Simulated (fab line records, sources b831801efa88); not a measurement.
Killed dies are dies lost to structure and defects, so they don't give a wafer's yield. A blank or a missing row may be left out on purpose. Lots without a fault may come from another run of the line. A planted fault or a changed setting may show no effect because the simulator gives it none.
One fault seen from 2 desks | flow gf180mcu | each desk has only its own numbers; what lay behind them comes last

THE TOOL OWNER'S DESK: krf_scanner-02
The tool's own readings at GF_STI_EXPOSE_09 (exposes mask COMP, target cd 220 nm): means of the sampled wafers that have a number, for each lot that ran on this tool. A lot is out of limits, marked OUT, if its mean lies more than 4 standard deviations from the usual mean; the brackets give that distance.
Columns: A = exposure_dose_mJ_cm2 at GF_STI_EXPOSE_09, usual 28.10
lot  | first seen here | A
L219 | day 2 06:59     | 27.95
L220 | day 2 10:34     | 27.94
L221 | day 2 17:53     | 27.97
L226 | day 3 17:38     | 27.93
L229 | day 4 08:50     | 27.94
L231 | day 4 18:44     | 27.91
L237 | day 6 01:58     | 24.65 (-22) OUT
L238 | day 6 06:01     | 24.69 (-21) OUT
This desk's finding: out of limits on L237, L238; first on L237, day 6 01:58 (exposure_dose_mJ_cm2 at GF_STI_EXPOSE_09). In limits: L219, L220, L221, L226, L229, L231.

THE METROLOGY DESK
What the gauges read, lot by lot, whatever tool the lot ran on: means of the sampled wafers that have a number. A lot is out of limits, marked OUT, if its mean lies more than 4 standard deviations from the usual mean; the brackets give that distance.
Columns: A = cd_nm at GF_STI_CD_MEAS_12, usual 219.9 nm; B = HV_LDD_4_TW at GF_HV_LDD_TW_MEAS_50, usual 568; C = cd_nm at GF_NSD_CD_MEAS_07, usual 400.5 nm
lot  | first seen here | A               | B   | C
L219 | day 2 12:44     | 219.4           | 564 | 404.4
L220 | day 2 17:01     | 220.0           | 574 | 402.0
L221 | day 2 23:41     | 219.5           | 566 | 402.8
L223 | day 3 08:02     | 220.3           | 577 | 398.5
L224 | day 3 13:49     | 219.6           | 575 | 399.7
L226 | day 4 00:22     | 221.6           | 562 | 399.9
L229 | day 4 15:34     | 220.3           | 573 | 400.2
L230 | day 4 20:11     | 218.3           | 562 | 401.3
L231 | day 5 01:43     | 220.8           | 565 | 401.3
L232 | day 5 05:49     | 221.1           | 575 | 402.6
L237 | day 6 09:26     | 240.3 (+19) OUT | 564 | 398.0
L238 | day 6 13:13     | 237.2 (+16) OUT | 564 | 402.1
L240 | day 6 23:55     | 220.0           | 574 | 401.2
This desk's finding: out of limits on L237, L238; first on L237, day 6 09:26 (cd_nm at GF_STI_CD_MEAS_12). In limits: L219, L220, L221, L223, L224, L226, L229, L230, L231, L232, L240.

PUT TOGETHER
The tool owner's desk could have raised an alarm at day 6 01:58, on L237, L238.
The metrology desk could have raised an alarm at day 6 09:26, on L237, L238.
Of the lots named, all ran GF_STI_EXPOSE_09 on krf_scanner-02.

WHAT THE SIMULATOR HAD PUT IN
Process parameter drift: krf_scanner-02, from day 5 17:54 on, at GF_STI_EXPOSE_09. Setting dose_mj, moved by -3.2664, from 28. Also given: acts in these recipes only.
Lots struck among those shown: L237, L238.
Hours from the fault's start to each desk's first reading out of limits: the tool owner's desk, 8; the metrology desk, 16.
